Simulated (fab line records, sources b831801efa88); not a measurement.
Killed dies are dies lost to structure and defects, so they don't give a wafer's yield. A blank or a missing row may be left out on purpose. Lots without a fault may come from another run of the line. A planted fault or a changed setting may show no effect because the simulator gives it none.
Which tool did it? | flow gf180mcu | 13 lots, 39 wafers sampled, at 5 steps of a route of 602

WHAT THE GAUGES READ, wafer by wafer
GF_VT_IMPLANT_OVL_MEAS_07.
lot  | measured     | on         | VT_IMPLANT_OVL (nm)
L577 | day 5 15:47  | overlay-01 | -1.2 -2.4 -1.1
L578 | day 5 21:29  | overlay-01 | -1.1 -1.9 -3.1
L579 | day 5 23:17  | overlay-02 | 0.3 -1.1 0.0
L582 | day 6 19:37  | overlay-01 | -1.2 -0.1 0.9
L584 | day 7 09:40  | overlay-02 | 0.5 0.4 -1.2
L585 | day 7 15:12  | overlay-02 | 0.6 1.2 0.1
L587 | day 8 05:51  | overlay-01 | -1.9 -2.3 -0.6
L588 | day 8 11:13  | overlay-02 | 0.6 1.3 1.5
L591 | day 9 04:26  | overlay-01 | 0.5 0.1 0.2
L592 | day 9 10:02  | overlay-02 | 0.9 1.5 1.2
L596 | day 10 11:38 | overlay-01 | -0.6 0.1 0.6
L597 | day 10 19:25 | overlay-02 | -1.0 -0.6 -0.2
L598 | day 10 23:52 | overlay-01 | -2.2 -3.8 -0.4

GF_POLY_GATE_THK_MEAS_01.
lot  | measured     | on            | POLY_GATE_CVD_00_THK (nm)
L577 | day 8 12:33  | film_metro-04 | 196.5 196.9 195.2
L578 | day 8 18:36  | film_metro-01 | 195.4 197.0 196.3
L579 | day 8 21:32  | film_metro-04 | 198.3 201.3 198.8
L582 | day 9 19:09  | film_metro-04 | 204.0 206.2 204.1
L584 | day 10 09:56 | film_metro-01 | 198.3 198.8 200.0
L585 | day 10 18:25 | film_metro-04 | 199.9 199.7 201.2
L587 | day 11 11:44 | film_metro-03 | 196.8 199.0 196.5
L588 | day 11 17:53 | film_metro-01 | 198.9 198.5 199.1
L591 | day 12 15:01 | film_metro-01 | 212.7 211.4 212.6
L592 | day 12 22:45 | film_metro-04 | 198.0 199.0 198.0
L596 | day 14 01:13 | film_metro-03 | 198.2 199.6 197.8
L597 | day 14 07:26 | film_metro-01 | 201.8 200.0 198.4
L598 | day 14 11:41 | film_metro-03 | 197.1 199.2 199.8

GF_POLY_GATE_THK_MEAS_17.
lot  | measured     | on            | POLY_GATE_OXIDATION_THK (nm)
L577 | day 9 06:57  | film_metro-01 | 3.94 4.07 4.02
L578 | day 9 14:18  | film_metro-04 | 4.06 4.06 3.98
L579 | day 9 16:46  | film_metro-03 | 4.05 4.06 4.03
L582 | day 10 15:32 | film_metro-01 | 4.12 4.06 4.05
L584 | day 11 07:21 | film_metro-04 | 3.84 3.88 3.87
L585 | day 11 16:45 | film_metro-04 | 3.99 3.99 4.00
L587 | day 12 10:42 | film_metro-03 | 3.92 3.97 3.94
L588 | day 12 19:52 | film_metro-04 | 4.05 3.91 3.92
L591 | day 13 12:02 | film_metro-01 | 3.95 4.01 3.99
L592 | day 13 20:18 | film_metro-04 | 4.04 3.99 3.94
L596 | day 14 23:03 | film_metro-04 | 4.04 3.97 3.98
L597 | day 15 06:49 | film_metro-03 | 3.97 4.02 4.09
L598 | day 15 10:53 | film_metro-04 | 3.98 3.98 3.84

GF_HV_LDD_OVL_MEAS_08.
lot  | measured     | on         | HV_LDD_OVL (nm)
L577 | day 10 00:41 | overlay-01 | 1.9 0.9 1.2
L578 | day 10 08:43 | overlay-01 | 2.7 2.4 2.8
L579 | day 10 10:59 | overlay-01 | -1.4 -0.8 -1.9
L582 | day 11 09:53 | overlay-02 | 3.1 3.3 2.7
L584 | day 12 02:01 | overlay-01 | -0.1 1.1 0.0
L585 | day 12 12:03 | overlay-01 | 0.4 1.8 1.5
L587 | day 13 06:05 | overlay-01 | -1.5 -2.8 -0.3
L588 | day 13 15:34 | overlay-02 | 0.0 2.1 0.7
L591 | day 14 08:46 | overlay-01 | 1.2 0.0 1.8
L592 | day 14 17:14 | overlay-02 | -0.2 0.5 -0.3
L596 | day 15 20:17 | overlay-02 | 2.4 1.6 4.3
L597 | day 16 04:16 | overlay-01 | -0.6 -0.5 -0.3
L598 | day 16 08:43 | overlay-01 | 0.1 2.3 1.8

WHICH TOOL RAN EACH LOT (tool, then ch and the chambers of the sampled wafers, then the start)
lot  | GF_POLY_GATE_CVD_00
L577 | lpcvd-01 ch 0, day 8 11:11
L578 | lpcvd-02 ch 1, day 8 17:15
L579 | lpcvd-01 ch 0, day 8 20:12
L582 | lpcvd-01 ch 1, day 9 17:49
L584 | lpcvd-02 ch 0, day 10 08:36
L585 | lpcvd-02 ch 0, day 10 17:04
L587 | lpcvd-02 ch 0, day 11 10:24
L588 | lpcvd-01 ch 0, day 11 16:32
L591 | lpcvd-01 ch 0, day 12 13:41
L592 | lpcvd-02 ch 1, day 12 21:25
L596 | lpcvd-02 ch 1, day 13 23:53
L597 | lpcvd-02 ch 0, day 14 06:06
L598 | lpcvd-02 ch 1, day 14 10:21
- GF_POLY_GATE_CVD_00: deposits poly-Si, target thk 200 nm, time 1200 s.

WHAT THE TOOLS THEMSELVES READ (means of the sampled wafers that have a number; where no wafer has one, the mark that the record gives instead)
The record holds no such reading with a usual standard deviation.

THE ANSWER, worked out from the rows above alone
Rule: what is usual is taken from the lots themselves. Put in order of their means at a reading, lots are off if they are a third of the lots or fewer, leave a main group of 4 or more, and stand apart from it by a gap of 3 or more times the standard deviation of the main group's means; of several such gaps the widest counts. A main group whose means are all the same, to the digits that the tables above print for the reading, isn't used. A lot without any number at a reading at which 4 lots or more have one is off too. The other lots that the step has rows for count as sound. The gauges are gone through in route order, then the tools' own readings, and for those a lot's mean is taken as printed above. The first step at which some lot is off is used, and at that step the reading that is off furthest; a lot without a number counts as furthest.
Off: L591, at GF_POLY_GATE_THK_MEAS_01 (POLY_GATE_CVD_00_THK). The main group: mean 199.0 nm, standard deviation 2.1.
A tool fits if, at a process step before that reading, it ran every lot that is off, and no sound lot after the first of them. The gauges at GF_POLY_GATE_THK_MEAS_01 are tried like those tools. One fits: lpcvd-01 at GF_POLY_GATE_CVD_00. Its last sound lot is L588 (day 11 16:32), its first lot that is off L591 (day 12 13:41): a fault that began between those two fits.

WHAT THE SIMULATOR HAD PUT IN
Process parameter drift: lpcvd-01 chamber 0, from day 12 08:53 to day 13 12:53, at GF_POLY_GATE_CVD_00. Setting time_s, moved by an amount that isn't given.
Lots struck among those shown: L591. The rule above found the same.
